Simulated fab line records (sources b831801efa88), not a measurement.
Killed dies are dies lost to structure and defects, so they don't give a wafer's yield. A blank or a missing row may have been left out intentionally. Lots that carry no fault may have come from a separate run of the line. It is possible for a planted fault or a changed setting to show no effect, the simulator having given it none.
Struck lot and sound lot, side by side + flow sky130 + 15 steps out of a route of 708
Sound: these wafers, L287.2, L287.4, L287.6. Wafers struck: L301.2, L301.3, L301.5. The cause is named last.
Each step with rows lists, per side, the tool, then ch with its chambers, then its first start. Under that, the readings that differ: sound wafers + struck wafers + difference of the means + sigmas: that difference in standard deviations of wafers without a fault.
alike: readings whose means differ by less than 2 such deviations, and words and numbers that are the same on both sides. not compared: withheld readings, readings that some wafer has no value for, bounds like >300 that may hide the same value, and numbers for which the record gives no deviation and whose values overlap.
Wherever a step has rows on one side only, a row that says differs or no value, or a row with sigmas, the two part there. Non-overlapping numbers with no deviation appear without sigmas and do not part them. A reading missing from all wafers of one side parts the sides only when that side holds two or more wafers.

first, 7 steps without rows for these wafers: SKY_LDD_N_DEHYDRATE_00 (time 60 s); SKY_LDD_N_HMDS_01 (prime time 60 s); SKY_LDD_N_COAT_02 (resist thk 300 nm); SKY_LDD_N_SOFTBAKE_03 (time 57.73 s); SKY_LDD_N_EXPOSE_04 (exposes mask NTM, target cd 840 nm); SKY_LDD_N_PEB_05; SKY_LDD_N_DEVELOP_06 (develop time 60 s).
SKY_LDD_N_OVL_MEAS_07:
  struck on overlay-01, day 23 22:10; sound on overlay-01, day 18 07:19
  alike: LDD_N_OVL
then, 4 steps without rows for these wafers: SKY_LDD_N_IMPLANT_08; SKY_LDD_N_IMPLANT_09; SKY_LDD_N_IMPLANT_10; SKY_LDD_N_IMPLANT_11.
SKY_LDD_N_IMPLANT_12:
  sound on implanter-03 ch 0, day 18 07:59; struck on implanter-03 ch 0, day 23 22:49
| reading            | sound            | struck            | difference | sigmas |
|--------------------|------------------|-------------------|------------|--------|
| beam on s (s)      | 10.12 10.27 9.64 | 14.21 14.28 13.78 | +4.08      | +21    |
| faraday current uA | 27.7 27.5 29.2   | 19.8 19.8 20.4    | -8.1       | -15    |
  alike: beam energy keV, rotation deg
following that, these wafers have no rows for 1 step: SKY_LDD_N_IMPLANT_13.
-- here the record skips 26 days between the struck wafers' starts before and after, leaving off in module LDD_N and picking up in module PAD_OPEN (first step shown: number 708 of the route) --
SKY_PAD_OPEN_PROBE_99:
  struck on prober-02, day 49 16:34; sound on prober-02, day 46 04:50
| reading                                | sound                | struck               | difference | sigmas |
|----------------------------------------|----------------------|----------------------|------------|--------|
| model.etest.nfet_01v8_lvt.vt sat v (V) | 0.5118 0.5301 0.5284 | 0.56 0.5709 0.56     | +0.04      |        |
| model.etest.nfet_01v8.vt sat v (V)     | 0.6236 0.6344 0.6419 | 0.6618 0.6728 0.6635 | +0.0327    |        |
| model.etest.nfet_01v8_lvt.vt v (V)     | 0.5991 0.6039 0.5995 | 0.6185 0.6208 0.617  | +0.0179    |        |
| model.etest.nfet_01v8.vt v (V)         | 0.6853 0.6893 0.6909 | 0.7031 0.7074 0.7063 | +0.0171    |        |
| model.etest.nfet_01v8_swapped.vt v (V) | 0.6859 0.69 0.6908   | 0.7021 0.7061 0.7057 | +0.0157    |        |
  alike: killed_at_M0_to_M3, killed_at_M4_up, killed at contacts, killed at front end, killed at other, killed dies, killed open, killed short
  not compared: model.etest.sram nfet pass.vt sat v

WHERE THEY PART
SKY_LDD_N_IMPLANT_12 only, going by this record. Later steps at which nothing parts them and some readings are alike: SKY_PAD_OPEN_PROBE_99.

WHY: what the simulator had put in
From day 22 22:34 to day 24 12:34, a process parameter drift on implanter-03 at SKY_LDD_N_IMPLANT_12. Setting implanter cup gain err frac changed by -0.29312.
